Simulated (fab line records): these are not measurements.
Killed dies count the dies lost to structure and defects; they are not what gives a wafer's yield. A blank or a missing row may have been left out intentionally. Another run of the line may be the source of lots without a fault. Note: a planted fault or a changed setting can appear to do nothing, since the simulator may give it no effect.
Matching of chambers + flow gf180mcu + cmp-02 running GF_V2_CMP_26: 4 sister chambers
The step polishes, stops on SiO2, t overpolish 15 s, target thk 0 nm. 8 wafers are shown with their chamber, then 12 later ones without.

WAFERS, EACH WITH ITS CHAMBER
| wafer  | chamber | motor_current_A (A) | time_to_endpoint_s (s) |
|--------|---------|---------------------|------------------------|
| L080.6 | 1       | 10.4                | 90                     |
| L087.4 | 1       | 10.5                | 88                     |
| L088.3 | 2       | 11.0                | 87                     |
| L089.3 | 0       | 11.8                | 89                     |
| L089.5 | 2       | 11.1                | 91                     |
| L090.3 | 0       | 12.5                | 85                     |
| L090.4 | 3       | 13.7                | 88                     |
| L090.6 | 3       | 12.8                | 90                     |

WAFERS MISSING THEIR CHAMBER
| wafer  | motor_current_A (A) | time_to_endpoint_s (s) |
|--------|---------------------|------------------------|
| L093.1 | 12.1                | 85                     |
| L093.3 | 12.9                | 88                     |
| L093.4 | 11.2                | 83                     |
| L094.1 | 12.8                | 92                     |
| L094.3 | 12.6                | 89                     |
| L094.6 | 11.4                | 82                     |
| L095.1 | 11.3                | 83                     |
| L095.2 | 12.7                | 88                     |
| L095.3 | 10.3                | 88                     |
| L096.3 | 11.6                | 83                     |
| L096.5 | 10.3                | 88                     |
| L096.6 | 12.3                | 86                     |

EACH ONE'S CHAMBER
| wafer  | from the rows above          | in truth |
|--------|------------------------------|----------|
| L093.1 | 0                            | 0        |
| L093.3 | can't be placed: 3 or 0      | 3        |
| L093.4 | can't be placed: 2 or 0 or 1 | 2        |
| L094.1 | can't be placed: 3 or 0      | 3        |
| L094.3 | can't be placed: 0 or 3      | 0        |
| L094.6 | can't be placed: 0 or 2 or 1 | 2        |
| L095.1 | can't be placed: 2 or 0 or 1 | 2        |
| L095.2 | can't be placed: 0 or 3      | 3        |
| L095.3 | can't be placed: 1 or 2      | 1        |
| L096.3 | can't be placed: 0 or 2 or 1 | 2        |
| L096.5 | can't be placed: 1 or 2      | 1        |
| L096.6 | 0                            | 0        |
2 of 12 placed correctly. Can't be placed from these rows: 10 (the true chamber is among the candidates in 10). Placed wrongly: 0.
How it was worked out, from the rows above alone: a wafer's distance from a chamber is the root of the sum, over the readings, of the square of ((its reading less the chamber's mean) divided by the reading's scatter). The wafer belongs to the nearest chamber; if the next one is less than 2 further off, it can't be placed. A chamber's mean is the mean of its shown wafers. The scatter is the square root of a quotient: the sum, over the shown wafers, of each reading's squared deviation from its chamber's mean, divided by wafers minus chambers.
